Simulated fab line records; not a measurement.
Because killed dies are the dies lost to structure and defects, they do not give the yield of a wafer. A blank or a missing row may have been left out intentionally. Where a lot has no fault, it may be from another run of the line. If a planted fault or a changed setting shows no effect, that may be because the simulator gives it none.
Which tool is to blame? :: flow sky130 :: 14 lots, 42 wafers sampled, at 2 steps of a route of 708

== WHAT EACH GAUGE READ, for each wafer ==
SKY_SONOS_TUNNEL_OVL_MEAS_08. Usual: SONOS_TUNNEL_OVL gives -0.5 nm (standard deviation 1.3).
lot: L511
measured: day 11 19:32
on: overlay-01
SONOS_TUNNEL_OVL (nm): 2.5 1.3 0.5
flag: 

lot: L512
measured: day 11 20:19
on: overlay-02
SONOS_TUNNEL_OVL (nm): 0.1 -0.2 -1.1
flag: 

lot: L516
measured: day 13 04:57
on: overlay-01
SONOS_TUNNEL_OVL (nm): -1.4 -1.9 -1.8
flag: 

lot: L521
measured: day 14 11:52
on: overlay-01
SONOS_TUNNEL_OVL (nm): 0.1 0.1 -1.1
flag: 

lot: L522
measured: day 14 20:29
on: overlay-02
SONOS_TUNNEL_OVL (nm): 0.4 -0.2 2.2
flag: 

lot: L523
measured: day 15 12:35
on: overlay-02
SONOS_TUNNEL_OVL (nm): -1.1 -0.8 -1.1
flag: 

lot: L525
measured: day 16 06:26
on: overlay-01
SONOS_TUNNEL_OVL (nm): 0.0 1.2 -0.4
flag: 

lot: L527
measured: day 16 13:32
on: overlay-01
SONOS_TUNNEL_OVL (nm): -0.4 -0.4 0.2
flag: 

lot: L528
measured: day 16 17:25
on: overlay-01
SONOS_TUNNEL_OVL (nm): -0.4 0.0 0.3
flag: 

lot: L529
measured: day 17 02:02
on: overlay-02
SONOS_TUNNEL_OVL (nm): -2.2 -1.5 -1.9
flag: 

lot: L530
measured: day 17 10:41
on: overlay-02
SONOS_TUNNEL_OVL (nm): 0.5 -0.4 0.8
flag: 

lot: L531
measured: day 17 19:15
on: overlay-02
SONOS_TUNNEL_OVL (nm): -1.2 -2.3 -1.9
flag: 

lot: L533
measured: day 18 10:16
on: overlay-02
SONOS_TUNNEL_OVL (nm): -2.1 -1.7 -2.8
flag: 

lot: L534
measured: day 18 20:31
on: overlay-01
SONOS_TUNNEL_OVL (nm): -2.4 -0.8 -1.2
flag: 

SKY_SONOS_ONO_CD_MEAS_13: the cd target is 410 nm. Usual: 409.5 nm for cd nm, sd 2.4.
lot: L511
measured: day 12 23:43
on: cd sem-02
cd nm (nm): 413.5 411.2 412.5
flag: 

lot: L512
measured: day 13 03:05
on: cd sem-01
cd nm (nm): 410.1 411.0 407.7
flag: 

lot: L516
measured: day 14 17:11
on: cd sem-01
cd nm (nm): 408.8 407.8 411.0
flag: 

lot: L521
measured: day 16 04:37
on: cd sem-02
cd nm (nm): 403.7 405.6 407.2
flag: 

lot: L522
measured: day 16 09:17
on: cd sem-01
cd nm (nm): 406.0 407.2 406.0
flag: 

lot: L523
measured: day 16 20:44
on: cd sem-02
cd nm (nm): 408.8 408.0 410.1
flag: 

lot: L525
measured: day 17 22:16
on: cd sem-02
cd nm (nm): 412.0 412.4 410.6
flag: 

lot: L527
measured: day 18 05:19
on: cd sem-01
cd nm (nm): 410.9 412.6 412.2
flag: 

lot: L528
measured: day 18 05:56
on: cd sem-01
cd nm (nm): 406.1 407.2 406.5
flag: 

lot: L529
measured: day 18 13:01
on: cd sem-02
cd nm (nm): 411.4 411.2 413.2
flag: 

lot: L530
measured: day 18 23:10
on: cd sem-01
cd nm (nm): 411.4 410.8 410.5
flag: 

lot: L531
measured: day 19 09:25
on: cd sem-01
cd nm (nm): 413.6 412.4 412.7
flag: 

lot: L533
measured: day 19 21:28
on: cd sem-01
cd nm (nm): 411.6 412.6 410.3
flag: 

lot: L534
measured: day 20 07:19
on: cd sem-02
cd nm (nm): 409.5 411.2 410.8
flag: 

== TOOL THAT RAN EACH LOT (tool first, then ch and the chambers of the sampled wafers, then the start) ==
There is no process step in the record ahead of these readings.

== WHAT THE TOOLS THEMSELVES READ (means of the sampled wafers that have a number; where no wafer has one, the mark that the record gives instead) ==
The record holds no such reading with a usual standard deviation.

== THE ANSWER, worked out from the rows above alone ==
Rule: a lot counts as off when the mean over its wafers that have a number is more than 3 standard deviations away from the usual mean. A lot without any number at a reading at which 4 lots or more have one is off too. The other lots that the step has rows for count as sound. Order of review: gauges by route order, followed by the tools' own readings, for which a lot's mean as printed above is used. The first step at which some lot is off is used, and at that step the reading that is off furthest; a lot without a number counts as furthest.
Across all readings shown, no lot is off: no conclusion can be drawn from this.

== WHAT WAS PUT IN BY THE SIMULATOR ==
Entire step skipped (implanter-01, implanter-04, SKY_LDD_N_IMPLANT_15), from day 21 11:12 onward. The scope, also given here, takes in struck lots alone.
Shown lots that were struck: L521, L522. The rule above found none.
